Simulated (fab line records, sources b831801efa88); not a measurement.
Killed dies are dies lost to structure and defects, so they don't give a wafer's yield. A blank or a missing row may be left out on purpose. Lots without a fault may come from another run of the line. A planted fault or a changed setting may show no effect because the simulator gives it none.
One fault seen from 2 desks | flow gf180mcu | each desk has only its own numbers; what lay behind them comes last

THE TOOL OWNER'S DESK: lpcvd-01
The tool's own readings at GF_STI_CVD_03 (deposits Si3N4 from DCS/NH3, target thk 207.16 nm, time 3551 s): means of the sampled wafers that have a number, for each lot that ran on this tool. A lot is out of limits, marked OUT, if its mean lies more than 4 standard deviations from the usual mean; the brackets give that distance.
Columns: A = spike_tc_bottom_C at GF_STI_CVD_03, usual 789.5 C; B = spike_tc_centre_C at GF_STI_CVD_03, usual 770.4 C; C = spike_tc_lower_C at GF_STI_CVD_03, usual 770.9 C; D = spike_tc_upper_C at GF_STI_CVD_03, usual 769.7 C; E = susceptor_temp_C at GF_STI_CVD_03, usual 770.1 C
lot  | first seen here | A                | B                | C                | D                | E
L445 | day 1 17:10     | 791.7            | 769.3            | 772.0            | 769.3            | 770.1
L456 | day 3 23:41     | 787.9            | 769.1            | 771.0            | 770.3            | 770.4
L461 | day 5 01:58     | 798.8 (+4.1) OUT | 776.0 (+5.1) OUT | 778.5 (+5.1) OUT | 775.0 (+4.8) OUT | 776.4 (+20) OUT
L462 | day 5 06:18     | 798.3            | 776.7 (+5.8) OUT | 778.4 (+5.0) OUT | 775.3 (+5.1) OUT | 776.3 (+19) OUT
L465 | day 5 20:34     | 787.7            | 769.9            | 770.5            | 770.5            | 770.3
This desk's finding: out of limits on L461, L462; first on L461, day 5 01:58 (spike_tc_bottom_C at GF_STI_CVD_03). In limits: L445, L456, L465.

THE METROLOGY DESK
What the gauges read, lot by lot, whatever tool the lot ran on: means of the sampled wafers that have a number. A lot is out of limits, marked OUT, if its mean lies more than 4 standard deviations from the usual mean; the brackets give that distance.
Columns: A = STI_CVD_03_THK at GF_STI_THK_MEAS_04, usual 207.1 nm; B = MVPSD_TW at GF_MVPSD_TW_MEAS_11, usual 550; C = VT_IMPLANT_01_OVL at GF_VT_IMPLANT_OVL_MEAS_18, usual -0.3 nm
lot  | first seen here | A               | B   | C
L444 | day 1 14:34     | 207.2           | 544 | 0.7
L445 | day 1 20:10     | 207.2           | 553 | 0.3
L447 | day 2 06:53     | 207.3           | 559 | -1.0
L450 | day 2 21:29     | 205.1           | 545 | 0.6
L452 | day 3 06:19     | 206.6           | 549 | 0.3
L456 | day 4 01:43     | 207.1           | 549 | 1.0
L461 | day 5 03:58     | 234.0 (+15) OUT | 551 | -1.3
L462 | day 5 08:17     | 233.9 (+15) OUT | 556 | -1.5
L465 | day 5 22:34     | 207.8           | 548 | -1.5
L466 | day 6 03:37     | 206.0           | 547 | 0.7
L467 | day 6 08:35     | 202.9           | 558 | 0.7
This desk's finding: out of limits on L461, L462; first on L461, day 5 03:58 (STI_CVD_03_THK at GF_STI_THK_MEAS_04). In limits: L444, L445, L447, L450, L452, L456, L465, L466, L467.

PUT TOGETHER
The tool owner's desk could have raised an alarm at day 5 01:58, on L461, L462.
The metrology desk could have raised an alarm at day 5 03:58, on L461, L462.
Of the lots named, all ran GF_STI_CVD_03 on lpcvd-01.

WHAT THE SIMULATOR HAD PUT IN
Process parameter drift: lpcvd-01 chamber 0, from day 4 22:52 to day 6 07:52, at GF_STI_CVD_03. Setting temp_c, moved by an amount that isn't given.
Lots struck among those shown: L461, L462.
Hours from the fault's start to each desk's first reading out of limits: the tool owner's desk, 3; the metrology desk, 5.
